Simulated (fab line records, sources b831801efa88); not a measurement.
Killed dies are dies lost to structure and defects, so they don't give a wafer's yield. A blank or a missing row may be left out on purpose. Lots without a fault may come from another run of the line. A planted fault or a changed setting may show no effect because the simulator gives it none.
fab line records | flow gf180mcu
record lots=5 wafers=15 last_day=33
route steps=602 shown V3@429 M4@456
lots that met no fault: from a run of the same line without faults
start_h: hours from the record's first day to the start of the lot's first wafer shown | wait_h: hours since the lot's step before | " the same as in the row above | L1.1+2: a row that stands for several wafers | - no value, or no start given | * or withheld: withheld | < > ~ a bound
route shown NAME@n: a module of which the file shows steps, and the number in the route of the first | usual: mean/standard deviation of fault-free wafers | same: alike in all rows | chamber/n: place in a boat | sites: the reading at each site | _std_site: their standard deviation | _edge_site: outer sites' mean less inner sites' | radius_mm: how far each site lies from the wafer's centre | mask NAME#n: copy n | behind: the tool/chamber that last shaped the wafer | hold: why the lot was held/for how many hours/how that ended | device: the transistor (n, p or np) that didn't switch | end of line: the same wafers' tests at the end of the route | a step without rows: its recipe alone | killed: dies lost to structure and defects at the first sort, not the wafer's yield | map: a wafer's dies, x killed, . not, _ none there
set.NAME: the setting as run; set.NAME@STEP: as run at that earlier step | model.NAME: the simulator's own value behind a step, which no gauge read
lots at some steps of the route; a table a step, a row a wafer
services: from which hour (start_h, from the record's first day; less than 0 if before it) a tool's chamber was out of use, for how many hours, and why
## steps
# step GF_V3_CVD_00
# recipe material=SiO2 target_thk_nm=600 sigma_open_frac=0.3 temp_c=400 time_s=100 sih4_flow_sccm=60 pressure_mtorr=6
# usual susceptor_temp_C=400.00/0.23
# columns lot.wafer tool chamber start_h wait_h susceptor_temp_C
L074.1 hdpcvd-01 2 482.78 0.0 400.15
L074.3 " 1 " " 400.27
L074.5 " 0 " " 400.13
L078.4 hdpcvd-01 0 523.50 0.0 400.04
L078.5 " 1 " " 400.16
L078.6 " 2 " " 400.00
L088.1 hdpcvd-01 2 605.92 0.0 399.88
L088.3 " 1 " " 399.97
L088.4 " 0 " " 400.08
L091.1 hdpcvd-01 2 634.22 0.0 400.00
L091.4 " 0 " " 399.91
L091.5 " 2 " " 400.04
L093.3 hdpcvd-02 2 645.75 0.0 400.03
L093.4 " 1 " " 399.89
L093.5 " 0 " " 400.38
# step GF_V3_THK_MEAS_01
# recipe reads=SiO2_of_V3_CVD_00
# usual V3_CVD_00_THK=603/6.4
# columns lot.wafer tool chamber start_h wait_h V3_CVD_00_THK[nm]
L074.1 film_metro-04 - 482.85 0.0 596
L074.3 " - " " 597
L074.5 " - " " 611
L078.4 film_metro-02 - 523.57 0.0 609
L078.5 " - " " 602
L078.6 " - " " 605
L088.1 film_metro-02 - 605.99 0.0 594
L088.3 " - " " 589
L088.4 " - " " 593
L091.1 film_metro-02 - 634.29 0.0 608
L091.4 " - " " 613
L091.5 " - " " 608
L093.3 film_metro-02 - 645.85 0.1 611
L093.4 " - " " 608
L093.5 " - " " 605
# step GF_V3_CVD_02
# recipe material=SiO2 target_thk_nm=850 precursor=TEOS temp_c=400 time_s=94.851 rf_w=600
# usual heater_power_w=639/110 susceptor_temp_C=399.98/0.25
# columns lot.wafer tool chamber start_h wait_h heater_power_w susceptor_temp_C
L074.1 pecvd-04 1 482.91 0.1 505 399.89
L074.3 " 2 " " 872 400.41
L074.5 " 0 " " 805 400.34
L078.4 pecvd-04 0 523.63 0.1 804 399.91
L078.5 " 2 " " 693 399.94
L078.6 " 1 " " 478 400.01
L088.1 pecvd-01 0 606.05 0.1 609 400.28
L088.3 " 2 " " 607 400.16
L088.4 " 1 " " 491 399.75
L091.1 pecvd-02 1 634.35 0.1 820 399.72
L091.4 " 0 " " 621 400.07
L091.5 " 2 " " 580 399.81
L093.3 pecvd-04 0 645.89 0.0 836 400.35
L093.4 " 1 " " 506 400.11
L093.5 " 0 " " 656 400.10
# step GF_V3_THK_MEAS_03
# recipe reads=SiO2_of_V3_CVD_02
# usual V3_CVD_02_THK=849/13
# columns lot.wafer tool chamber start_h wait_h V3_CVD_02_THK[nm]
L074.1 film_metro-02 - 482.98 0.0 834
L074.3 " - " " 847
L074.5 " - " " 870
L078.4 film_metro-02 - 523.70 0.0 864
L078.5 " - " " 868
L078.6 " - " " 849
L088.1 film_metro-04 - 606.12 0.0 848
L088.3 " - " " 828
L088.4 " - " " 847
L091.1 film_metro-03 - 634.42 0.0 853
L091.4 " - " " 857
L091.5 " - " " 866
L093.3 film_metro-02 - 645.97 0.1 844
L093.4 " - " " 841
L093.5 " - " " 857
# step GF_V3_CMP_04
# recipe material=SiO2 down_force_psi=4 platen_rpm=60 pad_velocity_m_s=0.94248
# usual motor_current_A=12.0/1.6 slurry_flow_ml_min=150.1/0.47 time_to_endpoint_s=81/6
# columns lot.wafer tool chamber start_h wait_h motor_current_A slurry_flow_ml_min time_to_endpoint_s
L074.3 cmp-01 1 483.14 0.1 13.0 148.5 82
L074.1 " 2 " " 11.9 150.7 73
L074.5 " 0 " " 10.2 150.1 86
L078.4 cmp-02 1 523.88 0.2 14.6 150.5 87
L078.5 " 2 " " 10.7 149.9 88
L078.6 " 3 " " 13.6 150.2 82
L088.4 cmp-01 2 606.18 0.0 11.5 149.5 77
L088.3 " 3 " " 13.5 150.7 72
L088.1 " 1 " " 13.2 150.4 80
L091.1 cmp-01 3 634.48 0.1 13.5 149.6 83
L091.4 " 1 " " 12.7 149.5 84
L091.5 " 3 " " 12.4 149.4 82
L093.3 cmp-02 3 646.06 0.1 14.0 149.9 79
L093.4 " 0 " " 9.4 150.6 78
L093.5 " 3 " " 14.2 150.1 84
# step GF_V3_BOW_MEAS_05
# recipe mode=bow
# usual V3_BOW=118/10
# columns lot.wafer tool chamber start_h wait_h V3_BOW[um]
L074.1 film_metro-02 - 483.34 0.1 111
L074.3 " - " " 121
L074.5 " - " " 116
L078.4 film_metro-02 - 524.09 0.2 117
L078.5 " - " " 112
L078.6 " - " " 108
L088.1 film_metro-03 - 606.48 0.1 112
L088.3 " - " " 109
L088.4 " - " " 109
L091.1 film_metro-02 - 634.78 0.2 108
L091.4 " - " " 105
L091.5 " - " " 105
L093.3 film_metro-03 - 646.35 0.2 118
L093.4 " - " " 139
L093.5 " - " " 135
# step GF_V3_DEHYDRATE_06
# recipe temp_c=200 time_s=60
# columns lot.wafer tool chamber start_h wait_h
L074.1+3+5 litho_track-04 0 495.00 11.6
L078.4+5+6 litho_track-04 0 534.62 10.5
L088.1+3+4 litho_track-02 0 615.94 9.4
L091.1+4+5 litho_track-04 0 644.05 9.2
L093.3+4+5 litho_track-01 0 655.71 9.3
# step GF_V3_HMDS_07
# recipe prime_time_s=60 prime_temp_c=120
# columns lot.wafer tool chamber start_h wait_h
L074.1+3+5 litho_track-04 0 495.15 0.1
L078.4+5+6 litho_track-04 0 534.77 0.1
L088.1+3+4 litho_track-02 0 616.09 0.1
L091.1+4+5 litho_track-04 0 644.20 0.1
L093.3+4+5 litho_track-01 0 655.86 0.1
# step GF_V3_COAT_08
# recipe resist=BARC temp_c=withheld time_s=withheld spin_rpm=withheld resist_thk_nm=withheld
# columns lot.wafer tool chamber start_h wait_h
L074.1+3+5 litho_track-04 0 495.30 0.1
L078.4+5+6 litho_track-04 0 534.92 0.1
L088.1+3+4 litho_track-02 0 616.24 0.1
L091.1+4+5 litho_track-04 0 644.35 0.1
L093.3+4+5 litho_track-01 0 656.01 0.1
# step GF_V3_COAT_09
# recipe resist=KrF spin_rpm=withheld resist_thk_nm=1000
# columns lot.wafer tool chamber start_h wait_h
L074.1+3+5 litho_track-04 0 - -
L078.4+5+6 litho_track-04 0 - -
L088.1+3+4 litho_track-02 0 - -
L091.1+4+5 litho_track-04 0 - -
L093.3+4+5 litho_track-01 0 - -
# step GF_V3_SOFTBAKE_10
# recipe temp_c=130 time_s=60 resist=KrF
# columns lot.wafer tool chamber start_h wait_h
L074.1+3+5 litho_track-04 0 - -
L078.4+5+6 litho_track-04 0 - -
L088.1+3+4 litho_track-02 0 - -
L091.1+4+5 litho_track-04 0 - -
L093.3+4+5 litho_track-01 0 - -
# step GF_V3_EXPOSE_11
# recipe mask_id=Via3 target_cd_nm=260 na=0.68 source_shape=conventional sigma_outer=0.6 dose_mj=38
# columns lot.wafer tool chamber start_h wait_h mask
L074.1+3+5 krf_scanner-02 0 - - Via3#0
L078.4+5+6 krf_scanner-01 0 - - Via3#0
L088.1+3+4 krf_scanner-01 0 - - Via3#0
L091.1+4+5 krf_scanner-01 0 - - Via3#0
L093.3+4+5 krf_scanner-02 0 - - Via3#0
# step GF_V3_PEB_12
# recipe peb_temp_c=135 peb_time_s=90 resist=KrF
# columns lot.wafer tool chamber start_h wait_h
L074.1+3+5 litho_track-01 0 - -
L078.4+5+6 litho_track-02 0 - -
L088.1+3+4 litho_track-02 0 - -
L091.1+4+5 litho_track-01 0 - -
L093.3+4+5 litho_track-01 0 - -
# step GF_V3_DEVELOP_13
# recipe develop_time_s=60 resist=KrF dev_temp_c=21
# columns lot.wafer tool chamber start_h wait_h
L074.1+3+5 litho_track-01 0 507.16 0.2
L078.4+5+6 litho_track-02 0 545.97 0.1
L088.1+3+4 litho_track-02 0 626.19 0.2
L091.1+4+5 litho_track-01 0 654.26 0.2
L093.3+4+5 litho_track-01 0 665.66 0.1
# step GF_V3_CD_MEAS_14
# recipe target_cd_nm=260
# usual cd_nm=260.0/1.3
# columns lot.wafer tool chamber start_h wait_h cd_nm
L074.1 cd_sem-02 - 507.31 0.1 256.6
L074.3 " - " " 257.9
L074.5 " - " " 258.1
L078.4 cd_sem-01 - 546.10 0.1 258.3
L078.5 " - " " 257.6
L078.6 " - " " 258.0
L088.1 cd_sem-01 - 626.34 0.1 260.0
L088.3 " - " " 259.4
L088.4 " - " " 259.2
L091.1 cd_sem-02 - 654.41 0.1 259.0
L091.4 " - " " 260.8
L091.5 " - " " 259.5
L093.3 cd_sem-01 - 665.80 0.1 261.3
L093.4 " - " " 260.6
L093.5 " - " " 262.0
# step GF_V3_OVL_MEAS_15
# usual V3_OVL=0/5.6
# columns lot.wafer tool chamber start_h wait_h V3_OVL[nm]
L074.1 overlay-01 - 507.43 0.1 0
L074.3 " - " " 1
L074.5 " - " " -1
L078.4 overlay-02 - 546.18 0.1 0
L078.5 " - " " -2
L078.6 " - " " 0
L088.1 overlay-02 - 626.46 0.1 1
L088.3 " - " " -5
L088.4 " - " " -6
L091.1 overlay-02 - 654.53 0.1 7
L091.4 " - " " 5
L091.5 " - " " 4
L093.3 overlay-02 - 665.89 0.1 5
L093.4 " - " " 0
L093.5 " - " " 2
# step GF_V3_ETCH_16
# recipe chemistry=N2/H2 target_depth_a=withheld overetch_a=withheld time_s=withheld target=BARC ion_energy_ev=200 source_w=500 bias_w=100 pressure_mtorr=30 n2_flow_sccm=100 h2_flow_sccm=200
# usual drypump_motor_current_A=5.8/0.64 oes_product_au=0.855/0.0049 throttle_valve_pct=13.225/0.0092
# columns lot.wafer tool chamber start_h wait_h drypump_motor_current_A oes_product_au throttle_valve_pct
L074.1 rie_diel-02 1 507.47 0.0 4.7 0.856 13.227
L074.3 " 0 " " 5.7 0.864 13.240
L074.5 " 0 " " 5.7 0.852 13.234
L078.4 rie_diel-03 0 546.20 0.0 6.7 0.861 13.220
L078.5 " 3 " " 6.5 0.858 13.222
L078.6 " 0 " " 6.7 0.856 13.207
L088.1 rie_diel-03 1 626.50 0.0 6.7 0.860 13.225
L088.3 " 3 " " 6.5 0.856 13.224
L088.4 " 2 " " 6.6 0.859 13.235
L091.1 rie_diel-03 2 654.56 0.0 6.6 0.865 13.219
L091.4 " 1 " " 6.7 0.849 13.225
L091.5 " 1 " " 6.7 0.854 13.230
L093.3 rie_diel-03 2 665.91 0.0 6.7 0.861 13.230
L093.4 " 3 " " 6.4 0.861 13.236
L093.5 " 0 " " 6.6 0.861 13.243
# step GF_V3_ETCH_17
# recipe chemistry=C4F8/O2/Ar mask_material=KrF target=SiO2 stop_on=TiN source_w=1500 bias_w=1200 pressure_mtorr=40 c4f8_flow_sccm=withheld O2_flow_sccm=6 Ar_flow_sccm=300 time_s=withheld target_depth_a=6350
# usual oes_product_au=0.856/0.0047
# columns lot.wafer tool chamber start_h wait_h oes_product_au
L074.1 rie_diel-02 1 - - 0.853
L074.3 " 0 " " 0.855
L074.5 " 0 " " 0.858
L078.4 rie_diel-03 0 - - 0.856
L078.5 " 3 " " 0.851
L078.6 " 0 " " 0.864
L088.1 rie_diel-03 1 - - 0.870
L088.3 " 3 " " 0.863
L088.4 " 2 " " 0.852
L091.1 rie_diel-03 2 - - 0.852
L091.4 " 1 " " 0.863
L091.5 " 1 " " 0.861
L093.3 rie_diel-03 2 - - 0.860
L093.4 " 3 " " 0.861
L093.5 " 0 " " 0.853
# step GF_V3_STRIP_18
# recipe chemistry=O2/N2 power_w=1400 pressure_mtorr=1500 platen_temp_c=250 o2_flow_sccm=3000 n2_flow_sccm=300 overash_fraction=0.5
# usual drypump_motor_current_A=5.8/0.33 heater_power_w=340/40 oes_product_au=0.592/0.0049
# columns lot.wafer tool chamber start_h wait_h drypump_motor_current_A heater_power_w oes_product_au rf_hours_counter_h
L074.1 plasma_asher-02 1 507.59 - 6.0 348 0.594 86
L074.3 " 0 " " 6.0 289 0.581 -
L074.5 " 1 " " 5.9 337 0.600 -
L078.4 plasma_asher-01 0 546.36 - 5.5 373 0.588 -
L078.5 " 0 " " 5.5 372 0.594 -
L078.6 " 1 " " 5.8 308 0.584 -
L088.1 plasma_asher-03 0 626.62 - 5.3 332 0.588 54
L088.3 " 1 " " 6.3 411 0.587 -
L088.4 " 0 " " 5.3 344 0.602 -
L091.1 plasma_asher-02 1 654.69 - 5.9 341 0.592 100
L091.4 " 0 " " 6.0 285 0.585 -
L091.5 " 1 " " 6.0 345 0.588 -
L093.3 plasma_asher-01 0 666.08 - 5.5 368 0.604 -
L093.4 " 1 " " 5.7 311 0.593 -
L093.5 " 0 " " 5.5 383 0.595 -
# step GF_V3_STRIP_19
# recipe chemistry=post_etch_residue_remover time_s=1200 temp_c=72.5
# columns lot.wafer tool chamber start_h wait_h
L074.1+3+5 wet_bench-02 0 507.69 0.1
L078.4+5+6 wet_bench-01 1 546.43 0.0
L088.1+3+4 wet_bench-02 2 626.72 0.1
L091.1+4+5 wet_bench-02 1 654.79 0.1
L093.3+4+5 wet_bench-01 2 666.14 0.0
# step GF_V3_CLEAN_20
# recipe chemistry=DIW dry=n2_spin
# columns lot.wafer tool chamber start_h wait_h
L074.1+3+5 wet_bench-04 3 508.07 0.0
L078.4+5+6 wet_bench-02 1 546.77 0.0
L088.1+3+4 wet_bench-04 3 627.10 0.0
L091.1+4+5 wet_bench-02 1 655.13 0.0
L093.3+4+5 wet_bench-02 2 666.48 0.0
# step GF_V3_SPUTTER_21
# recipe material=Ti target_thk_nm=15 chamber_pressure_pa=5 power_w=2500 substrate_temp_c=200 time_s=80.02
# usual cathode_dc_power_W=2500.0/0.4 throttle_valve_pct=29.8/1.1
# columns lot.wafer tool chamber start_h wait_h cathode_dc_power_W throttle_valve_pct
L074.1 pvd_sputter-03 - 508.17 0.0 2499.5 28.1
L074.3 " - " " 2499.7 29.0
L074.5 " - " " 2499.4 29.2
L078.4 pvd_sputter-03 - 546.86 0.0 2499.5 28.2
L078.5 " - " " 2500.3 28.2
L078.6 " - " " 2500.1 28.3
L088.1 pvd_sputter-03 - 627.20 0.0 2500.1 28.1
L088.3 " - " " 2500.4 30.3
L088.4 " - " " 2499.5 28.5
L091.1 pvd_sputter-02 - 655.23 0.0 2499.9 31.3
L091.4 " - " " 2500.9 29.8
L091.5 " - " " 2500.1 31.3
L093.3 pvd_sputter-03 - 666.58 0.0 2500.2 28.3
L093.4 " - " " 2499.7 30.2
L093.5 " - " " 2500.4 30.5
# step GF_V3_SPUTTER_22
# recipe material=TiN target_thk_nm=10 chamber_pressure_pa=5 power_w=4000 time_s=40
# usual cathode_dc_power_W=4000.0/0.67 throttle_valve_pct=29.8/1.1
# columns lot.wafer tool chamber start_h wait_h cathode_dc_power_W throttle_valve_pct
L074.1 pvd_sputter-03 - 508.23 0.0 3999.9 27.9
L074.3 " - " " 4002.0 29.1
L074.5 " - " " 4001.1 29.2
L078.4 pvd_sputter-03 - 546.92 0.0 4000.1 28.6
L078.5 " - " " 3999.5 28.2
L078.6 " - " " 4000.1 28.2
L088.1 pvd_sputter-03 - 627.26 0.0 3999.6 28.1
L088.3 " - " " 4000.3 30.6
L088.4 " - " " 3999.4 28.2
L091.1 pvd_sputter-02 - 655.29 0.0 3999.6 31.4
L091.4 " - " " 3999.7 29.6
L091.5 " - " " 3999.6 31.2
L093.3 pvd_sputter-03 - 666.65 0.0 4000.0 28.2
L093.4 " - " " 4000.6 30.5
L093.5 " - " " 3999.9 30.4
# step GF_V3_CVD_23
# recipe material=W target_thk_nm=350 time_s=104.9 temp_c=400 pressure_torr=40
# usual heater_power_w=904/88 susceptor_temp_C=400.03/0.21
# columns lot.wafer tool chamber start_h wait_h heater_power_w susceptor_temp_C
L074.1 cvd_w-02 0 508.27 0.0 1028 400.22
L074.3 " 1 " " 868 400.20
L074.5 " 0 " " 1017 399.88
L078.4 cvd_w-01 0 547.00 0.1 791 399.97
L078.5 " 1 " " 915 400.01
L078.6 " 0 " " 800 400.10
L088.1 cvd_w-01 0 627.30 0.0 820 400.07
L088.3 " 1 " " 935 399.72
L088.4 " 0 " " 800 399.97
L091.1 cvd_w-02 1 655.33 0.0 859 400.11
L091.4 " 0 " " 1010 400.29
L091.5 " 1 " " 871 400.19
L093.3 cvd_w-01 0 666.72 0.1 812 400.17
L093.4 " 1 " " 915 399.87
L093.5 " 1 " " 914 399.72
# step GF_V3_RS_MEAS_24
# recipe thk_meas_gauge=four-point-probe reads=W_of_V3_CVD_23+TiN_of_V3_SPUTTER_22+Ti_of_V3_SPUTTER_21
# usual V3_W_RS=0.326/0.0046
# columns lot.wafer tool chamber start_h wait_h V3_W_RS[ohm/sq]
L074.1 film_metro-02 - 508.38 0.1 0.332
L074.3 " - " " 0.322
L074.5 " - " " 0.331
L078.4 film_metro-02 - 547.13 0.1 0.329
L078.5 " - " " 0.323
L078.6 " - " " 0.328
L088.1 film_metro-02 - 627.41 0.1 0.330
L088.3 " - " " 0.325
L088.4 " - " " 0.329
L091.1 film_metro-02 - 655.44 0.1 0.317
L091.4 " - " " 0.324
L091.5 " - " " 0.319
L093.3 film_metro-04 - 666.84 0.1 0.327
L093.4 " - " " 0.323
L093.5 " - " " 0.323
# step GF_V3_THK_MEAS_25
# recipe thk_meas_gauge=xrf reads=W_of_V3_CVD_23
# usual V3_W_THK=344/6.1
# columns lot.wafer tool chamber start_h wait_h V3_W_THK[nm]
L074.1 film_metro-02 - 508.50 0.1 336
L074.3 " - " " 347
L074.5 " - " " 338
L078.4 film_metro-02 - 547.22 0.1 339
L078.5 " - " " 348
L078.6 " - " " 343
L088.1 film_metro-02 - 627.53 0.1 338
L088.3 " - " " 344
L088.4 " - " " 339
L091.1 film_metro-02 - 655.56 0.1 354
L091.4 " - " " 349
L091.5 " - " " 352
L093.3 film_metro-04 - 666.94 0.1 347
L093.4 " - " " 354
L093.5 " - " " 353
# step GF_V3_CMP_26
# recipe stop_on=SiO2 down_force_psi=3.5 platen_rpm=60 t_overpolish_s=15 target_thk_nm=0 pad_velocity_m_s=0.94248
# usual motor_current_A=11.1/1.6 overpolish_run_s=14.999/0.0093 slurry_flow_ml_min=150.0/0.44 time_to_endpoint_s=85.4/2.8
# columns lot.wafer tool chamber start_h wait_h motor_current_A overpolish_run_s slurry_flow_ml_min time_to_endpoint_s
L074.3 cmp-02 2 508.61 0.1 9.8 15.013 149.8 90.6
L074.1 " 0 " " 8.8 15.008 150.6 87.4
L074.5 " 1 " " 12.9 15.009 149.8 85.1
L078.4 cmp-01 2 547.25 0.0 10.9 14.987 150.6 83.2
L078.5 " 2 " " 10.7 15.011 150.5 83.1
L078.6 " 3 " " 12.3 14.997 149.6 84.3
L088.1 cmp-01 1 627.64 0.1 12.0 15.008 150.0 85.9
L088.4 " 2 " " 10.9 15.005 150.0 79.8
L088.3 " 3 " " 11.2 14.994 149.6 85.2
L091.4 cmp-02 1 655.72 0.1 13.5 14.995 149.4 84.3
L091.1 " 2 " " 10.2 14.994 150.1 88.0
L091.5 " 3 " " 12.5 15.009 150.5 87.8
L093.3 cmp-01 0 666.98 0.0 9.5 14.987 150.2 87.7
L093.4 " 1 " " 11.9 14.995 149.8 87.8
L093.5 " 1 " " 11.2 14.985 149.6 87.1
# step GF_M4_SPUTTER_00
# recipe material=Ti target_thk_nm=37.5 arriving_ion_energy_ev=80 substrate_temp_c=200 chamber_pressure_pa=2 power_w=4000 time_s=150
# usual cathode_dc_power_W=3999.9/0.72 throttle_valve_pct=30.3/0.76
# columns lot.wafer tool chamber start_h wait_h cathode_dc_power_W throttle_valve_pct
L074.1 pvd_sputter-02 - 508.86 0.1 4000.0 31.4
L074.3 " - " " 4000.0 30.6
L074.5 " - " " 3998.9 30.6
L078.4 pvd_sputter-04 - 547.55 0.2 4000.0 29.9
L078.5 " - " " 3999.5 31.0
L078.6 " - " " 4001.2 29.9
L088.1 pvd_sputter-01 - 627.89 0.2 3999.6 31.1
L088.3 " - " " 4000.0 30.7
L088.4 " - " " 4000.5 29.5
L091.1 pvd_sputter-01 - 655.92 0.1 4001.1 28.7
L091.4 " - " " 4000.5 30.3
L091.5 " - " " 3999.5 29.7
L093.3 pvd_sputter-01 - 667.28 0.2 4001.0 29.9
L093.4 " - " " 4001.0 29.5
L093.5 " - " " 3999.9 30.2
# step GF_M4_SPUTTER_01
# recipe material=TiN target_thk_nm=30 power_w=6500 time_s=25 chamber_pressure_pa=0.4
# usual cathode_dc_power_W=6500.3/1.2 throttle_valve_pct=30.3/0.78
# columns lot.wafer tool chamber start_h wait_h cathode_dc_power_W throttle_valve_pct
L074.1 pvd_sputter-02 - 508.96 0.1 6500.6 31.4
L074.3 " - " " 6499.8 30.7
L074.5 " - " " 6500.7 30.8
L078.4 pvd_sputter-04 - 547.65 0.1 6500.8 29.8
L078.5 " - " " 6500.7 30.9
L078.6 " - " " 6498.9 29.8
L088.1 pvd_sputter-01 - 627.99 0.1 6498.9 30.4
L088.3 " - " " 6501.9 30.6
L088.4 " - " " 6500.9 29.5
L091.1 pvd_sputter-01 - 656.02 0.1 6501.6 29.1
L091.4 " - " " 6500.5 30.3
L091.5 " - " " 6500.6 29.6
L093.3 pvd_sputter-01 - 667.38 0.1 6503.1 29.6
L093.4 " - " " 6499.8 29.8
L093.5 " - " " 6498.4 30.3
# step GF_M4_SPUTTER_02
# recipe material=AlCu target_thk_nm=450 power_w=10600 time_s=23.9 chamber_pressure_pa=0.4
# usual cathode_dc_power_W=10600/2 throttle_valve_pct=30.3/0.75
# columns lot.wafer tool chamber start_h wait_h cathode_dc_power_W throttle_valve_pct
L074.1 pvd_sputter-02 - 508.99 0.0 10598 31.4
L074.3 " - " " 10600 30.6
L074.5 " - " " 10596 30.7
L078.4 pvd_sputter-04 - 547.68 0.0 10599 30.1
L078.5 " - " " 10601 30.6
L078.6 " - " " 10599 29.6
L088.1 pvd_sputter-01 - 628.02 0.0 10599 30.7
L088.3 " - " " 10600 30.7
L088.4 " - " " 10602 29.6
L091.1 pvd_sputter-01 - 656.05 0.0 10596 28.9
L091.4 " - " " 10600 30.6
L091.5 " - " " 10599 29.5
L093.3 pvd_sputter-01 - 667.41 0.0 10598 29.6
L093.4 " - " " 10600 29.5
L093.5 " - " " 10602 30.4
# step GF_M4_SPUTTER_03
# recipe material=Ti target_thk_nm=10 substrate_temp_c=300 chamber_pressure_pa=0.3 power_w=3000 time_s=6.7
# usual cathode_dc_power_W=3000.0/0.51 throttle_valve_pct=30.3/0.77
# columns lot.wafer tool chamber start_h wait_h cathode_dc_power_W throttle_valve_pct
L074.1 pvd_sputter-02 - 509.02 0.0 3000.2 31.2
L074.3 " - " " 3000.5 30.7
L074.5 " - " " 2999.8 30.7
L078.4 pvd_sputter-04 - 547.71 0.0 2999.5 30.3
L078.5 " - " " 2999.8 31.0
L078.6 " - " " 2999.1 29.8
L088.1 pvd_sputter-01 - 628.05 0.0 2999.7 30.5
L088.3 " - " " 2999.0 30.8
L088.4 " - " " 3001.1 29.6
L091.1 pvd_sputter-01 - 656.08 0.0 3000.0 28.8
L091.4 " - " " 2999.8 30.3
L091.5 " - " " 3000.5 29.8
L093.3 pvd_sputter-01 - 667.44 0.0 3000.5 29.9
L093.4 " - " " 2999.7 29.6
L093.5 " - " " 2999.3 30.3
# step GF_M4_SPUTTER_04
# recipe material=TiN target_thk_nm=50 power_w=6500 time_s=41.7 chamber_pressure_pa=0.4
# usual cathode_dc_power_W=6500.1/1.2 throttle_valve_pct=30.3/0.76
# columns lot.wafer tool chamber start_h wait_h cathode_dc_power_W throttle_valve_pct
L074.1 pvd_sputter-02 - 509.04 0.0 6500.5 31.2
L074.3 " - " " 6500.1 30.8
L074.5 " - " " 6501.7 30.8
L078.4 pvd_sputter-04 - 547.73 0.0 6500.6 30.0
L078.5 " - " " 6499.9 31.0
L078.6 " - " " 6501.6 29.7
L088.1 pvd_sputter-01 - 628.07 0.0 6499.6 30.4
L088.3 " - " " 6500.9 30.8
L088.4 " - " " 6501.0 29.4
L091.1 pvd_sputter-01 - 656.10 0.0 6502.0 28.7
L091.4 " - " " 6500.0 30.4
L091.5 " - " " 6500.2 29.7
L093.3 pvd_sputter-01 - 667.46 0.0 6500.3 29.5
L093.4 " - " " 6502.2 29.7
L093.5 " - " " 6498.3 30.5
# step GF_M4_RS_MEAS_05
# recipe thk_meas_gauge=four-point-probe reads=TiN_of_M4_SPUTTER_04+Ti_of_M4_SPUTTER_03+AlCu_of_M4_SPUTTER_02+TiN_of_M4_SPUTTER_01+Ti_of_M4_SPUTTER_00
# usual M4_ALCU_RS=0.0694/0.00059
# columns lot.wafer tool chamber start_h wait_h M4_ALCU_RS[ohm/sq]
L074.1 film_metro-02 - 509.08 0.0 0.0698
L074.3 " - " " 0.0699
L074.5 " - " " 0.0697
L078.4 film_metro-03 - 547.83 0.1 0.0688
L078.5 " - " " 0.0685
L078.6 " - " " 0.0691
L088.1 film_metro-01 - 628.11 0.0 0.0694
L088.3 " - " " 0.0696
L088.4 " - " " 0.0693
L091.1 film_metro-01 - 656.14 0.0 0.0696
L091.4 " - " " 0.0700
L091.5 " - " " 0.0704
L093.3 film_metro-02 - 667.54 0.1 0.0711
L093.4 " - " " 0.0710
L093.5 " - " " 0.0709
# step GF_M4_THK_MEAS_06
# recipe thk_meas_gauge=xrf reads=AlCu_of_M4_SPUTTER_02
# usual M4_ALCU_THK=444/3.9
# columns lot.wafer tool chamber start_h wait_h M4_ALCU_THK[nm]
L074.1 film_metro-02 - 509.20 0.1 442
L074.3 " - " " 444
L074.5 " - " " 445
L078.4 film_metro-03 - 547.92 0.1 449
L078.5 " - " " 450
L078.6 " - " " 448
L088.1 film_metro-01 - 628.23 0.1 444
L088.3 " - " " 444
L088.4 " - " " 445
L091.1 film_metro-01 - 656.26 0.1 447
L091.4 " - " " 445
L091.5 " - " " 443
L093.3 film_metro-02 - 667.64 0.1 434
L093.4 " - " " 434
L093.5 " - " " 436
# step GF_M4_DEHYDRATE_07
# recipe temp_c=200 time_s=60
# columns lot.wafer tool chamber start_h wait_h
L074.1+3+5 litho_track-03 0 520.11 10.9
L078.4+5+6 litho_track-03 0 558.59 10.7
L088.1+3+4 litho_track-03 0 638.01 9.8
L091.1+4+5 litho_track-02 0 665.24 9.0
L093.3+4+5 litho_track-03 0 676.61 9.0
# step GF_M4_HMDS_08
# recipe prime_time_s=60 prime_temp_c=120
# columns lot.wafer tool chamber start_h wait_h
L074.1+3+5 litho_track-03 0 520.26 0.1
L078.4+5+6 litho_track-03 0 558.74 0.1
L088.1+3+4 litho_track-03 0 638.16 0.1
L091.1+4+5 litho_track-02 0 665.39 0.1
L093.3+4+5 litho_track-03 0 676.76 0.1
# step GF_M4_COAT_09
# recipe resist=KrF spin_rpm=withheld resist_thk_nm=1000
# columns lot.wafer tool chamber start_h wait_h
L074.1+3+5 litho_track-03 0 520.41 0.1
L078.4+5+6 litho_track-03 0 558.89 0.1
L088.1+3+4 litho_track-03 0 638.31 0.1
L091.1+4+5 litho_track-02 0 665.54 0.1
L093.3+4+5 litho_track-03 0 676.91 0.1
# step GF_M4_SOFTBAKE_10
# recipe temp_c=130 time_s=60 resist=KrF
# columns lot.wafer tool chamber start_h wait_h
L074.1+3+5 litho_track-03 0 520.56 0.1
L078.4+5+6 litho_track-03 0 559.04 0.1
L088.1+3+4 litho_track-03 0 638.46 0.1
L091.1+4+5 litho_track-02 0 665.69 0.1
L093.3+4+5 litho_track-03 0 677.06 0.1
# step GF_M4_EXPOSE_11
# recipe mask_id=Metal4 target_cd_nm=280 na=0.68 source_shape=conventional sigma_outer=0.6 dose_mj=28
# columns lot.wafer tool chamber start_h wait_h mask
L074.1+3+5 krf_scanner-02 0 - - Metal4#0
L078.4+5+6 krf_scanner-01 0 - - Metal4#0
L088.1+3+4 krf_scanner-02 0 - - Metal4#0
L091.1+4+5 krf_scanner-02 0 - - Metal4#0
L093.3+4+5 krf_scanner-02 0 - - Metal4#0
## services
# columns tool chamber start_h hours kind
pvd_sputter-02 - 466.69 7.4 repair
rie_diel-03 - 472.31 0.8 repair
krf_scanner-01 - 484.57 1.0 pm
krf_scanner-02 - 490.51 3.5 repair
rie_diel-03 - 496.23 4.5 repair
krf_scanner-02 - 498.37 1.3 pm
rie_diel-03 - 501.61 0.5 repair
rie_diel-03 3 501.79 2.4 repair
rie_diel-03 - 511.94 2.8 pm
krf_scanner-02 - 516.72 0.5 repair
cmp-01 - 532.75 1.4 repair
cmp-01 - 534.11 6.3 pm
krf_scanner-02 - 537.89 3.6 repair
cmp-01 - 541.61 2.0 repair
rie_diel-03 2 553.23 8.2 repair
krf_scanner-02 - 556.10 0.8 pm
cmp-01 - 572.00 4.0 pm
pvd_sputter-01 - 579.50 1.1 repair
krf_scanner-02 - 597.54 0.3 repair
krf_scanner-02 - 600.09 1.0 pm
wet_bench-02 - 613.70 5.0 repair
krf_scanner-02 - 661.51 0.6 repair
krf_scanner-02 - 674.27 1.3 pm
pvd_sputter-02 - 675.91 10.1 repair
## key
fault none
